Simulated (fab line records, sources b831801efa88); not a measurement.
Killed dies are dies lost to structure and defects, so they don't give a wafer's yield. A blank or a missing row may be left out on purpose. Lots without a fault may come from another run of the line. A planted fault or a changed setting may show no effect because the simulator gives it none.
One fault seen from 2 desks | flow sky130 | each desk has only its own numbers; what lay behind them comes last

THE TOOL OWNER'S DESK: litho_track-04
The tool's own readings at SKY_GATE_OXIDE_SOFTBAKE_06 (time 60 s): means of the sampled wafers that have a number, for each lot that ran on this tool. A lot is out of limits, marked OUT, if its mean lies more than 4 standard deviations from the usual mean; the brackets give that distance.
Columns: A = heater_power_total_W at SKY_GATE_OXIDE_SOFTBAKE_06, usual 56.59 W; B = run_length_s at SKY_GATE_OXIDE_SOFTBAKE_06, usual 89.18 s
lot  | first seen here | A               | B
L638 | day 15 01:09    | 56.62           | 89.32
L644 | day 16 21:57    | 56.60           | 89.31
L653 | day 20 02:04    | 60.33 (+89) OUT | 78.94 (-73) OUT
L655 | day 21 02:30    | 60.33 (+89) OUT | 78.98 (-73) OUT
This desk's finding: out of limits on L653, L655; first on L653, day 20 02:04 (heater_power_total_W at SKY_GATE_OXIDE_SOFTBAKE_06). In limits: L638, L644.

THE METROLOGY DESK
What the gauges read, lot by lot, whatever tool the lot ran on: means of the sampled wafers that have a number. A lot is out of limits, marked OUT, if its mean lies more than 4 standard deviations from the usual mean; the brackets give that distance.
Columns: A = PWDE_RS at SKY_NWELL_RS_MEAS_31, usual 5282 ohm/sq; B = cd_nm at SKY_POLY_GATE_CD_MEAS_13, usual 150.0 nm
lot  | first seen here | A    | B
L637 | day 6 03:34     | 5271 | 150.3
L638 | day 6 09:41     | 5304 | 149.0
L639 | day 6 10:46     | 5308 | 148.9
L640 | day 6 16:27     | 5270 | 150.5
L643 | day 7 16:34     | 5268 | 150.1
L644 | day 7 19:25     | 5313 | 150.1
L645 | day 8 09:06     | 5265 | 149.6
L646 | day 8 11:02     | 5279 | 150.2
L653 | day 10 05:55    | 5281 | 150.0
L654 | day 10 11:55    | 5279 | 149.8
L655 | day 10 19:08    | 5287 | 149.0
L656 | day 10 19:52    | 5278 | 149.8
L657 | day 11 10:46    | 5285 | 152.6
This desk's finding: nothing out of limits on any of the 13 lots.

PUT TOGETHER
The tool owner's desk could have raised an alarm at day 20 02:04, on L653, L655.
The metrology desk saw nothing out of limits.
The metrology desk has L653, L655 on record, within its limits.
Of the lots named, all ran SKY_GATE_OXIDE_SOFTBAKE_06 on litho_track-04.

WHAT THE SIMULATOR HAD PUT IN
Process parameter drift: litho_track-04, from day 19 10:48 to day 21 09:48, at SKY_GATE_OXIDE_SOFTBAKE_06. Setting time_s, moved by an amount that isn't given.
Lots struck among those shown: L653, L655.
Hours from the fault's start to each desk's first reading out of limits: the tool owner's desk, 15.
